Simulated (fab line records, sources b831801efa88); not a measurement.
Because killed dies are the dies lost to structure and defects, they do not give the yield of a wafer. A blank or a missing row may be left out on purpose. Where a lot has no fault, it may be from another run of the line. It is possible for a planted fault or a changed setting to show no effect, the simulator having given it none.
fab line records | flow sky130
[record] lots = 12 | wafers = 36 | last_day = 50
route steps=708 shown METAL3@534 PAD_OPEN@708
lots with no fault: from the same line, run without faults
start_h: start of the lot's first displayed wafer, in hours after the record's first day | wait_h: time in hours since the lot's previous step | " repeats the value in the row above | L1.1+2: a row that stands for several wafers | - value missing, or start not given | * or withheld: withheld | < > ~ a bound
route shown NAME@n: NAME is a module with steps in the file, n the number in the route of the first one | usual: average and standard deviation across the fault-free wafers | same: alike in all rows | chamber/n: place in a boat | sites: each site's reading | _std_site: the standard deviation of these | _edge_site: outer sites' mean less inner sites' | radius_mm: how far each site lies from the wafer's centre | mask NAME#n: copy n | behind: the most recent tool/chamber to have shaped the wafer | hold: reason for holding the lot/hours on hold/outcome of the hold | device: the transistor (n, p or np) that didn't switch | end of line: tests of these same wafers at the route's end | a step with no rows: only its recipe | killed: the dies lost at the first sort to structure and to defects; this is not the yield of the wafer | map: per-die view of a wafer (x killed, . not killed, _ where there is no die)
set.NAME: the setting that was run; set.NAME@STEP: the one run at that earlier step | model.NAME: the simulator's own value behind a step, which no gauge read
one table for each step of the route and one row for each wafer, over a sample of lots
services: from which hour (start_h, from the record's first day; less than 0 if before it) a tool's chamber was out of use, for how many hours, and why
[[steps]]
[step SKY_METAL3_SPUTTER_02]
[recipe] material = AlCu | target_thk_nm = 735 | power_w = 10600 | time_s = 39.1 | chamber_pressure_pa = 0.4
[usual] throttle_valve_pct = 30.0/1.3
[same] time_s = 39.1
lot.wafer | tool           | chamber | start_h | wait_h | throttle_valve_pct
L155.1    | pvd_sputter-01 | -       | 852.45  | 0.0    | 28.3
L155.5    | "              | -       | "       | "      | 28.9
L155.6    | "              | -       | "       | "      | 28.5
L157.2    | pvd_sputter-01 | -       | 860.97  | 0.0    | 28.7
L157.3    | "              | -       | "       | "      | 31.1
L157.4    | "              | -       | "       | "      | 28.5
L156.4    | pvd_sputter-02 | -       | 861.77  | 0.0    | 30.1
L156.5    | "              | -       | "       | "      | 29.8
L156.6    | "              | -       | "       | "      | 30.0
L166.1    | pvd_sputter-03 | -       | 930.45  | 0.0    | 28.3
L166.5    | "              | -       | "       | "      | 29.5
L166.6    | "              | -       | "       | "      | 30.9
L167.1    | pvd_sputter-02 | -       | 941.34  | 0.0    | 30.1
L167.3    | "              | -       | "       | "      | 29.9
L167.4    | "              | -       | "       | "      | 29.8
L168.1    | pvd_sputter-01 | -       | 944.72  | 0.0    | 28.2
L168.3    | "              | -       | "       | "      | 28.8
L168.6    | "              | -       | "       | "      | 28.2
L169.1    | pvd_sputter-03 | -       | 953.92  | 0.0    | 28.4
L169.3    | "              | -       | "       | "      | 32.7
L169.4    | "              | -       | "       | "      | 29.7
L171.2    | pvd_sputter-01 | -       | 977.98  | 0.0    | 28.2
L171.3    | "              | -       | "       | "      | 31.1
L171.5    | "              | -       | "       | "      | 31.6
L175.3    | pvd_sputter-02 | -       | 999.71  | 0.0    | 31.0
L175.5    | "              | -       | "       | "      | 29.6
L175.6    | "              | -       | "       | "      | 30.0
L174.1    | pvd_sputter-02 | -       | 1002.07 | 0.0    | 30.0
L174.3    | "              | -       | "       | "      | 29.8
L174.5    | "              | -       | "       | "      | 30.0
L177.3    | pvd_sputter-01 | -       | 1005.94 | 0.0    | 31.2
L177.4    | "              | -       | "       | "      | 31.2
L177.5    | "              | -       | "       | "      | 29.0
L178.1    | pvd_sputter-02 | -       | 1010.38 | 0.0    | 31.1
L178.4    | "              | -       | "       | "      | 29.9
L178.5    | "              | -       | "       | "      | 29.7
[step SKY_METAL3_DEVELOP_12]
[recipe] develop_time_s = 60 | resist = KrF-thick | dev_temp_c = 21
[usual] developer_temp_C = 21.01/0.11 | exhaust_pa = 45.0/0.89
lot.wafer | tool           | chamber | start_h | wait_h | developer_temp_C | exhaust_pa
L155.1    | litho_track-03 | 0       | 903     | -      | 20.96            | 46.5
L155.5    | "              | 0       | "       | "      | 20.88            | 45.4
L155.6    | "              | 0       | "       | "      | 20.92            | 44.8
L157.2    | litho_track-01 | 0       | 913     | -      | 21.06            | 45.3
L157.3    | "              | 0       | "       | "      | 20.91            | 44.4
L157.4    | "              | 0       | "       | "      | 20.89            | 45.6
L156.4    | litho_track-03 | 0       | 913     | -      | 20.87            | 45.0
L156.5    | "              | 0       | "       | "      | 20.90            | 44.5
L156.6    | "              | 0       | "       | "      | 21.07            | 45.8
L166.1    | litho_track-01 | 0       | 979     | -      | 21.57            | 44.3
L166.5    | "              | 0       | "       | "      | 21.70            | 43.4
L166.6    | "              | 0       | "       | "      | 21.61            | 46.0
L167.1    | litho_track-01 | 0       | 990     | -      | 21.79            | 45.1
L167.3    | "              | 0       | "       | "      | 21.61            | 47.0
L167.4    | "              | 0       | "       | "      | 21.57            | 46.1
L168.1    | litho_track-03 | 0       | 992     | -      | 20.92            | 45.1
L168.3    | "              | 0       | "       | "      | 20.97            | 44.8
L168.6    | "              | 0       | "       | "      | 21.05            | 45.5
L169.1    | litho_track-02 | 0       | 1002    | -      | 21.08            | 45.6
L169.3    | "              | 0       | "       | "      | 21.05            | 43.9
L169.4    | "              | 0       | "       | "      | 20.92            | 45.9
L171.2    | litho_track-03 | 0       | 1024    | -      | 20.97            | 44.2
L171.3    | "              | 0       | "       | "      | 20.90            | 43.6
L171.5    | "              | 0       | "       | "      | 21.34            | 44.5
L175.3    | litho_track-02 | 0       | 1046    | -      | 21.18            | 44.7
L175.5    | "              | 0       | "       | "      | 20.93            | 45.2
L175.6    | "              | 0       | "       | "      | 21.13            | 44.1
L174.1    | litho_track-02 | 0       | 1047    | -      | 21.08            | 43.9
L174.3    | "              | 0       | "       | "      | 21.11            | 45.2
L174.5    | "              | 0       | "       | "      | 20.96            | 45.0
L177.3    | litho_track-01 | 0       | 1051    | -      | 21.03            | 43.8
L177.4    | "              | 0       | "       | "      | 20.91            | 46.0
L177.5    | "              | 0       | "       | "      | 21.05            | 44.8
L178.1    | litho_track-02 | 0       | 1055    | -      | 20.87            | 45.9
L178.4    | "              | 0       | "       | "      | 20.89            | 45.9
L178.5    | "              | 0       | "       | "      | 21.06            | 45.6
[step SKY_METAL3_OVL_MEAS_14]
[usual] METAL3_OVL = -1/6.5
lot.wafer | tool       | chamber | start_h | wait_h | METAL3_OVL[nm]
L155.1    | overlay-01 | -       | 903.69  | 0.1    | 10
L155.5    | "          | -       | "       | "      | 15
L155.6    | "          | -       | "       | "      | 6
L157.2    | overlay-01 | -       | 913.79  | 0.1    | 1
L157.3    | "          | -       | "       | "      | -4
L157.4    | "          | -       | "       | "      | 3
L156.4    | overlay-02 | -       | 913.96  | 0.1    | -8
L156.5    | "          | -       | "       | "      | -2
L156.6    | "          | -       | "       | "      | -16
L166.1    | overlay-02 | -       | 980.01  | 0.1    | -8
L166.5    | "          | -       | "       | "      | -6
L166.6    | "          | -       | "       | "      | -6
L167.1    | overlay-02 | -       | 990.33  | 0.1    | 0
L167.3    | "          | -       | "       | "      | -2
L167.4    | "          | -       | "       | "      | 7
L168.1    | overlay-02 | -       | 992.79  | 0.1    | 13
L168.3    | "          | -       | "       | "      | 13
L168.6    | "          | -       | "       | "      | 3
L169.1    | overlay-02 | -       | 1002.76 | 0.1    | -2
L169.3    | "          | -       | "       | "      | -8
L169.4    | "          | -       | "       | "      | -2
L171.2    | overlay-02 | -       | 1024.50 | 0.1    | 5
L171.3    | "          | -       | "       | "      | 10
L171.5    | "          | -       | "       | "      | 9
L175.3    | overlay-01 | -       | 1046.37 | 0.1    | -10
L175.5    | "          | -       | "       | "      | 3
L175.6    | "          | -       | "       | "      | -12
L174.1    | overlay-01 | -       | 1048.11 | 0.1    | -9
L174.3    | "          | -       | "       | "      | -3
L174.5    | "          | -       | "       | "      | -4
L177.3    | overlay-01 | -       | 1051.59 | 0.1    | -10
L177.4    | "          | -       | "       | "      | -1
L177.5    | "          | -       | "       | "      | -10
L178.1    | overlay-01 | -       | 1056.11 | 0.1    | 5
L178.4    | "          | -       | "       | "      | -5
L178.5    | "          | -       | "       | "      | 4
[step SKY_METAL3_ETCH_16]
[recipe] chemistry = N2/H2 | target = BARC | ion_energy_ev = 200 | bias_w = 100 | pressure_mtorr = 30 | n2_flow_sccm = 100 | h2_flow_sccm = 200 | icp_w = 500 | stop_on = SiO2 | time_s = 88.2 | target_depth_a = 600
[usual] drypump_motor_current_A = 5.7/0.42 | he_backside_leak_sccm = 3.37/0.19 | oes_product_au = 0.625/0.0044 | throttle_valve_pct = 13.205/0.0086
[same] time_s = 88.2
lot.wafer | tool         | chamber | start_h | wait_h | drypump_motor_current_A | he_backside_leak_sccm | oes_product_au | rf_hours_counter_h | throttle_valve_pct
L155.1    | rie_metal-01 | 0       | 903.76  | 0.0    | 5.9                     | 3.39                  | 0.628          | 10                 | 13.200
L155.5    | "            | 1       | "       | "      | 5.3                     | 3.18                  | 0.622          | -                  | 13.231
L155.6    | "            | 0       | "       | "      | 6.0                     | 3.20                  | 0.627          | -                  | 13.205
L157.2    | rie_metal-01 | 0       | 913.85  | 0.0    | 5.9                     | 3.39                  | 0.628          | 10                 | 13.202
L157.3    | "            | 1       | "       | "      | 5.3                     | 3.05                  | 0.633          | -                  | 13.202
L157.4    | "            | 0       | "       | "      | 6.0                     | 3.27                  | 0.629          | -                  | 13.199
L156.4    | rie_metal-01 | 1       | 914.04  | 0.0    | 5.3                     | 3.31                  | 0.619          | -                  | 13.205
L156.5    | "            | 1       | "       | "      | 5.3                     | 3.27                  | 0.636          | -                  | 13.193
L156.6    | "            | 0       | "       | "      | 5.9                     | 3.42                  | 0.631          | -                  | 13.204
L166.1    | rie_metal-02 | 1       | 980.08  | 0.0    | 6.1                     | 3.31                  | 0.625          | 13                 | 13.194
L166.5    | "            | 1       | "       | "      | 6.1                     | 3.37                  | 0.625          | -                  | 13.207
L166.6    | "            | 0       | "       | "      | 5.0                     | 3.46                  | 0.618          | -                  | 13.202
L167.1    | rie_metal-02 | 1       | 990.40  | 0.0    | 6.1                     | 3.28                  | 0.619          | 13                 | 13.203
L167.3    | "            | 0       | "       | "      | 5.0                     | 3.73                  | 0.626          | -                  | 13.209
L167.4    | "            | 1       | "       | "      | 6.1                     | 3.27                  | 0.632          | -                  | 13.214
L168.1    | rie_metal-01 | 1       | 992.86  | 0.0    | 5.3                     | 2.93                  | 0.614          | 13                 | 13.204
L168.3    | "            | 0       | "       | "      | 6.0                     | 3.20                  | 0.631          | -                  | 13.196
L168.6    | "            | 0       | "       | "      | 6.0                     | 3.22                  | 0.626          | -                  | 13.215
L169.1    | rie_metal-02 | 1       | 1002.82 | 0.0    | 6.1                     | 3.57                  | 0.626          | 14                 | 13.222
L169.3    | "            | 0       | "       | "      | 5.0                     | 3.55                  | 0.628          | -                  | 13.209
L169.4    | "            | 1       | "       | "      | 6.1                     | 3.52                  | 0.624          | -                  | 13.209
L171.2    | rie_metal-02 | 1       | 1024.56 | 0.0    | 6.1                     | 3.52                  | 0.623          | 15                 | 13.197
L171.3    | "            | 1       | "       | "      | 6.1                     | 3.30                  | 0.629          | -                  | 13.208
L171.5    | "            | 0       | "       | "      | 5.0                     | 3.62                  | 0.624          | -                  | 13.205
L175.3    | rie_metal-02 | 0       | 1046.46 | 0.0    | 5.0                     | 3.56                  | 0.619          | -                  | 13.202
L175.5    | "            | 0       | "       | "      | 5.0                     | 3.72                  | 0.627          | -                  | 13.208
L175.6    | "            | 1       | "       | "      | 6.1                     | 3.29                  | 0.626          | -                  | 13.201
L174.1    | rie_metal-01 | 0       | 1048.17 | 0.0    | 6.0                     | 3.21                  | 0.623          | 18                 | 13.190
L174.3    | "            | 0       | "       | "      | 5.9                     | 3.34                  | 0.624          | -                  | 13.197
L174.5    | "            | 1       | "       | "      | 5.3                     | 3.22                  | 0.627          | -                  | 13.215
L177.3    | rie_metal-02 | 1       | 1051.68 | 0.0    | 6.1                     | 3.44                  | 0.629          | -                  | 13.196
L177.4    | "            | 0       | "       | "      | 5.0                     | 3.50                  | 0.633          | -                  | 13.208
L177.5    | "            | 1       | "       | "      | 6.1                     | 3.53                  | 0.626          | -                  | 13.210
L178.1    | rie_metal-04 | 1       | 1056.17 | 0.0    | 6.0                     | 3.24                  | 0.625          | 19                 | 13.210
L178.4    | "            | 1       | "       | "      | 6.0                     | 3.16                  | 0.631          | -                  | 13.208
L178.5    | "            | 0       | "       | "      | 5.9                     | 3.59                  | 0.623          | -                  | 13.203
[step SKY_PAD_OPEN_PROBE_99]
[usual] defect_limited_yield = 82.6/1.8 | killed_at_M0_to_M3 = 44/6.3 | killed_at_M4_up = 2.8/1.7 | killed_at_contacts = 25/5.8 | killed_at_front_end = 14/4.4 | killed_at_other = 0.3/0.49 | killed_dies = 86/8.7 | killed_open = 48/5.8 | killed_short = 38/6 | sort_bin_3_pad_short = 0.8/0.39 | sort_bin_5_function = 10.4/1.4 | sort_bin_6_memory = 6.2/1.1 | sort_n_pass = 406/8.7 | sort_yield_pct = 82.6/1.8
[same] gross_dies = 492 | killed_at_back_side = 0 | sort_bin_4_leakage[%] = 0 | sort_bin_8_speed[%] = 0
lot.wafer | tool      | chamber | start_h | wait_h | defect_limited_yield[%] | killed_at_M0_to_M3 | killed_at_M4_up | killed_at_contacts | killed_at_front_end | killed_at_other | killed_dies | killed_open | killed_short | sort_bin_3_pad_short[%] | sort_bin_5_function[%] | sort_bin_6_memory[%] | sort_n_pass | sort_yield_pct[%]
L155.1    | prober-02 | -       | 1076.75 | 0.1    | 81.7                    | 46                 | 3               | 23                 | 18                  | 0               | 90          | 51          | 39           | 0.6                     | 12.6                   | 5.1                  | 402         | 81.7
L155.5    | prober-02 | -       | 1076.95 | 0.2    | 84.1                    | 42                 | 2               | 24                 | 10                  | 0               | 78          | 43          | 35           | 0.8                     | 11.2                   | 3.9                  | 414         | 84.1
L155.6    | prober-02 | -       | 1077.00 | 0.2    | 77.6                    | 54                 | 6               | 24                 | 26                  | 0               | 110         | 60          | 50           | 0.8                     | 12.8                   | 8.7                  | 382         | 77.6
L157.2    | prober-01 | -       | 1084.89 | 0.1    | 82.1                    | 37                 | 1               | 31                 | 19                  | 0               | 88          | 45          | 43           | 1.4                     | 9.8                    | 6.7                  | 404         | 82.1
L157.3    | prober-01 | -       | 1084.94 | 0.2    | 81.7                    | 46                 | 2               | 27                 | 15                  | 0               | 90          | 50          | 40           | 0.6                     | 11.2                   | 6.5                  | 402         | 81.7
L157.4    | prober-01 | -       | 1084.99 | 0.2    | 82.3                    | 38                 | 5               | 28                 | 16                  | 0               | 87          | 43          | 44           | 1.2                     | 11.2                   | 5.3                  | 405         | 82.3
L175.3    | prober-01 | -       | 1190.39 | 0.2    | 80.9                    | 50                 | 4               | 30                 | 9                   | 1               | 94          | 49          | 45           | 0.4                     | 11.6                   | 7.1                  | 398         | 80.9
L175.5    | prober-01 | -       | 1190.49 | 0.2    | 80.3                    | 48                 | 2               | 26                 | 21                  | 0               | 97          | 52          | 45           | 0.6                     | 12.4                   | 6.7                  | 395         | 80.3
L175.6    | prober-01 | -       | 1190.54 | 0.2    | 85.6                    | 34                 | 3               | 23                 | 11                  | 0               | 71          | 39          | 32           | 1.2                     | 6.1                    | 7.1                  | 421         | 85.6
L174.1    | prober-02 | -       | 1192.77 | 0.1    | 81.7                    | 46                 | 5               | 27                 | 12                  | 0               | 90          | 47          | 43           | 0.8                     | 11.4                   | 6.1                  | 402         | 81.7
L174.3    | prober-02 | -       | 1192.87 | 0.2    | 80.9                    | 59                 | 3               | 20                 | 9                   | 3               | 94          | 49          | 45           | 1.6                     | 10.6                   | 6.9                  | 398         | 80.9
L174.5    | prober-02 | -       | 1192.97 | 0.2    | 81.5                    | 49                 | 1               | 21                 | 20                  | 0               | 91          | 49          | 42           | 1.2                     | 11.2                   | 6.1                  | 401         | 81.5
L177.3    | prober-01 | -       | 1195.25 | 0.2    | 85.4                    | 40                 | 2               | 21                 | 9                   | 0               | 72          | 39          | 33           | 1.2                     | 9.3                    | 4.1                  | 420         | 85.4
L177.4    | prober-01 | -       | 1195.30 | 0.2    | 83.3                    | 43                 | 5               | 19                 | 15                  | 0               | 82          | 45          | 37           | 0.6                     | 8.9                    | 7.1                  | 410         | 83.3
L177.5    | prober-01 | -       | 1195.35 | 0.2    | 82.9                    | 34                 | 3               | 29                 | 18                  | 0               | 84          | 48          | 36           | 0.2                     | 11.0                   | 5.9                  | 408         | 82.9
// killed by level:class
L155.1 CONTACT:geometric_particle:open=10 VIA1:geometric_particle:open=10 METAL2:geometric_particle:short=9 METAL1:geometric_particle:short=8 POLY_GATE:geometric_particle:open=7 VIA1:geometric_particle:short=5 CONTACT:geometric_particle:short=4 LI_CONTACT:geometric_particle:open=4
L155.5 CONTACT:geometric_particle:open=10 METAL2:geometric_particle:short=8 VIA1:geometric_particle:open=7 VIA2:geometric_particle:open=7 LOCAL_INTERCONNECT:geometric_particle:short=6 VIA3:geometric_particle:open=6 POLY_GATE:geometric_particle:short=5 LI_CONTACT:geometric_particle:open=5
L155.6 FIELD_ISO:geometric_particle:open=10 VIA1:geometric_particle:short=10 VIA3:geometric_particle:open=9 CONTACT:geometric_particle:open=8 VIA1:geometric_particle:open=8 METAL2:geometric_particle:short=7 VIA2:geometric_particle:open=6 CONTACT:geometric_particle:short=6
L157.2 CONTACT:geometric_particle:open=12 METAL2:geometric_particle:short=8 FIELD_ISO:geometric_particle:open=7 LI_CONTACT:geometric_particle:open=7 CONTACT:geometric_particle:short=6 VIA1:geometric_particle:short=6 VIA1:geometric_particle:open=6 VIA3:geometric_particle:open=5
L157.3 LI_CONTACT:geometric_particle:open=8 VIA3:geometric_particle:open=8 VIA1:geometric_particle:open=7 CONTACT:geometric_particle:open=7 VIA2:geometric_particle:open=7 CONTACT:geometric_particle:short=6 VIA3:geometric_particle:short=5 VIA1:geometric_particle:short=5
L157.4 CONTACT:geometric_particle:open=13 METAL2:geometric_particle:short=10 FIELD_ISO:geometric_particle:open=6 VIA1:geometric_particle:open=6 METAL3:geometric_particle:short=5 METAL4:geometric_particle:short=5 LI_CONTACT:geometric_particle:open=4 CONTACT:geometric_particle:short=4
L175.3 CONTACT:geometric_particle:open=12 VIA1:geometric_particle:open=10 VIA1:geometric_particle:short=8 CONTACT:geometric_particle:short=8 VIA3:geometric_particle:open=8 METAL1:geometric_particle:short=7 LI_CONTACT:geometric_particle:open=5 METAL1:geometric_particle:open=5
L175.5 CONTACT:geometric_particle:open=11 VIA1:geometric_particle:open=9 VIA2:geometric_particle:open=8 FIELD_ISO:geometric_particle:short=7 METAL1:geometric_particle:short=6 VIA3:geometric_particle:open=6 LI_CONTACT:geometric_particle:open=5 LOCAL_INTERCONNECT:geometric_particle:short=5
L175.6 LI_CONTACT:geometric_particle:open=8 CONTACT:geometric_particle:open=6 VIA1:geometric_particle:short=6 POLY_GATE:geometric_particle:short=5 VIA1:geometric_particle:open=5 VIA2:geometric_particle:open=5 VIA3:geometric_particle:open=4 LOCAL_INTERCONNECT:geometric_particle:short=3
L174.1 CONTACT:geometric_particle:open=9 VIA2:geometric_particle:open=9 VIA1:geometric_particle:open=8 LOCAL_INTERCONNECT:geometric_particle:short=7 METAL1:geometric_particle:short=6 LI_CONTACT:geometric_particle:open=6 FIELD_ISO:geometric_particle:open=5 POLY_GATE:geometric_particle:short=5
L174.3 VIA1:geometric_particle:open=13 METAL1:geometric_particle:short=8 VIA2:geometric_particle:open=8 VIA3:geometric_particle:open=8 VIA1:geometric_particle:short=6 CONTACT:geometric_particle:open=5 METAL2:geometric_particle:short=5 POLY_GATE:geometric_particle:short=4
L174.5 VIA3:geometric_particle:open=10 FIELD_ISO:geometric_particle:open=7 LI_CONTACT:geometric_particle:open=7 VIA1:geometric_particle:open=7 FIELD_ISO:geometric_particle:short=6 VIA2:geometric_particle:open=6 VIA1:geometric_particle:short=6 CONTACT:geometric_particle:short=5
L177.3 VIA1:geometric_particle:open=11 LI_CONTACT:geometric_particle:open=8 CONTACT:geometric_particle:open=7 VIA3:geometric_particle:open=6 POLY_GATE:geometric_particle:short=5 METAL1:geometric_particle:short=5 METAL2:geometric_particle:short=5 VIA2:geometric_particle:open=4
L177.4 VIA1:geometric_particle:open=15 CONTACT:geometric_particle:short=6 VIA3:geometric_particle:open=6 POLY_GATE:geometric_particle:open=5 VIA1:geometric_particle:short=5 LI_CONTACT:geometric_particle:open=4 VIA2:geometric_particle:open=4 VIA3:geometric_particle:short=4
L177.5 CONTACT:geometric_particle:open=9 LI_CONTACT:geometric_particle:open=8 VIA1:geometric_particle:open=7 VIA3:geometric_particle:open=7 FIELD_ISO:geometric_particle:open=5 LOCAL_INTERCONNECT:geometric_particle:short=5 CONTACT:geometric_particle:short=5 VIA2:geometric_particle:open=5
[[services]]
tool           | chamber | start_h | hours | kind
pvd_sputter-03 | -       | 854.45  | 6.5   | repair
rie_metal-01   | -       | 864.23  | 1.4   | pm
rie_metal-04   | 1       | 896.64  | 3.8   | repair
rie_metal-04   | 0       | 911.39  | -     | clean
rie_metal-04   | 0       | 911.39  | 16.2  | scheduled_down
rie_metal-04   | 0       | 911.39  | 16.2  | vent_cycle
pvd_sputter-01 | -       | 950.32  | 3.3   | repair
[[key]]
[first_sign] step = SKY_METAL3_DEVELOP_12 | reading = developer_temp_C | direction = up | sigmas = 5.9 | usual = * | struck = *
effect none on later readings
met_at SKY_METAL3_DEVELOP_12
struck_lots L166,L167
not_acting_at SKY_METAL3_SPUTTER_02,SKY_METAL3_OVL_MEAS_14,SKY_METAL3_ETCH_16
onset_between 913 979
[fault] kind = process_parameter_drift | tool = litho_track-01 | chamber = - | onset_h = 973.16 | steps = SKY_METAL3_DEVELOP_12 | channel = dev_temp_c | offset = * | shape = step | end_h = 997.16 | acts_in = * | stated = *
